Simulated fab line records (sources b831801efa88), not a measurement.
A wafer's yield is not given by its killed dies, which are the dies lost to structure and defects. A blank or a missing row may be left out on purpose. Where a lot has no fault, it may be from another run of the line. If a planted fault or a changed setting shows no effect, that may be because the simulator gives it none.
8D (eight disciplines) problem report, filled in by code	flow gf180mcu	the parts of the form that need people (team, actions taken, sign-off) are left out

== 1. PROBLEM STATEMENT ==
HV_LDD_CVD_56_THK at GF_HV_LDD_THK_MEAS_57 reads a mean of 114.5 nm on 6 wafers of 2 lots; wafers without a fault read 90.1 nm with a standard deviation of 0.89. That puts it +27 standard deviations away from the usual mean.
The first sign was on wafer L626.2 at day 18 14:40, on film-metro-04. Wafers with a number at this step in the record: 33, from 11 lots. Rule for "out", or "out of limits": more than 4 standard deviations from the usual mean. All remaining wafers that have a number are taken as sound.

== 2. WHAT IT IS, AND WHAT IT ISN'T ==
question	is	is not
which readings at this step	HV_LDD_CVD_56_THK	-
which lots	L626, L628	L609, L610, L611, L612, L615, L616, L617, L619, L621
which wafers of those lots	all that have a number	-
read on which gauges	film-metro-04	film-metro-01, film-metro-02
when	from day 18 14:40	up to then (27 sound wafers)

== 3. SUSPECTS, AND WHAT RULES EACH OUT ==
Counting: a tool at a process step up to the reading stays a suspect if it ran every lot that is out and no sound lot after the first of them.
- the gauge at GF_HV_LDD_THK_MEAS_57 is ruled out. All the wafers that are out were read on film-metro-04, but those of them that GF_HV_LDD_CVD_56 has rows for are out there too, on other tools.
- lpcvd-02 at GF_HV_LDD_CVD_56 (deposits Si3N4 from DCS/NH3, target thk 90 nm, time 1543 s): kept. It ran every lot that is out, first L626 (day 18 12:30), and no sound lot after that; its last sound lot up to then is L621 (day 16 16:34). On those wafers its own readings are out: spike-tc-centre-C, spike-tc-lower-C, spike-tc-top-C, spike-tc-upper-C.
Left after counting: lpcvd-02 at GF_HV_LDD_CVD_56.

== 4. THE CAUSE (what the simulator had put in) ==
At GF_HV_LDD_CVD_56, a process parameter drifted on lpcvd-02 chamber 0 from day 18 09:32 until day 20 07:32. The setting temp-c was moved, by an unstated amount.
Only this tool survived the counting.

== 5. THE CHAIN OF EFFECTS, in route order ==
One row per reading whose mean, taken over the struck wafers that have a number, lies over 3 standard deviations from the usual. Readings are gone through only where the record gives a usual standard deviation; hours: the median, over the lots, of the time from a lot's start at the first step in this table giving one to that lot's start at this step; sigmas: the change measured in usual standard deviations.
hours	step	reading	usual	on struck wafers	change	sigmas
0	GF_HV_LDD_CVD_56	spike-tc-centre-C	771.6 C	784.4	+12.8	+11
0	GF_HV_LDD_CVD_56	spike-tc-lower-C	770.4 C	785.1	+14.7	+11
0	GF_HV_LDD_CVD_56	spike-tc-top-C	786.0 C	798.7	+12.7	+7.9
0	GF_HV_LDD_CVD_56	spike-tc-upper-C	770.1 C	782.1	+12.0	+10
2	GF_HV_LDD_THK_MEAS_57	HV_LDD_CVD_56_THK	90.1 nm	114.5	+24.4	+27
2	GF_HV_LDD_ETCHBACK_58	oes-product-au	0.843 a.u.	0.970	+0.127	+20
It contains these process steps:
- GF_HV_LDD_CVD_56: deposits Si3N4 from DCS/NH3, target thk 90 nm, time 1543 s.
- GF_HV_LDD_ETCHBACK_58: etches Si3N4 in CH3F/O2, stops on SiO2, time 100 s, target depth 90 nm.
Later steps that measure or inspect, where all struck wafers having a row at the step show a number for every such reading and not one has moved that far: GF_CONTACT_CD_MEAS_14, GF_V1_OVL_MEAS_15.

== 6. HOW IT WOULD HAVE BEEN CAUGHT EARLIER ==
5 hours passed between the start of the fault at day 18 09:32 and the first reading out of limits at a measuring or inspecting step in this record, taken at day 18 14:40.
Tool's own readings at GF_HV_LDD_CVD_56, spike-tc-centre-C, spike-tc-lower-C, spike-tc-top-C, spike-tc-upper-C: out on all struck wafers the step has rows for; an alarm limit on them would have tripped on the first.
Lots out: 2; of these, L628 started GF_HV_LDD_CVD_56 on lpcvd-02 after day 18 14:40. Putting the tool on hold at that point would have spared it.
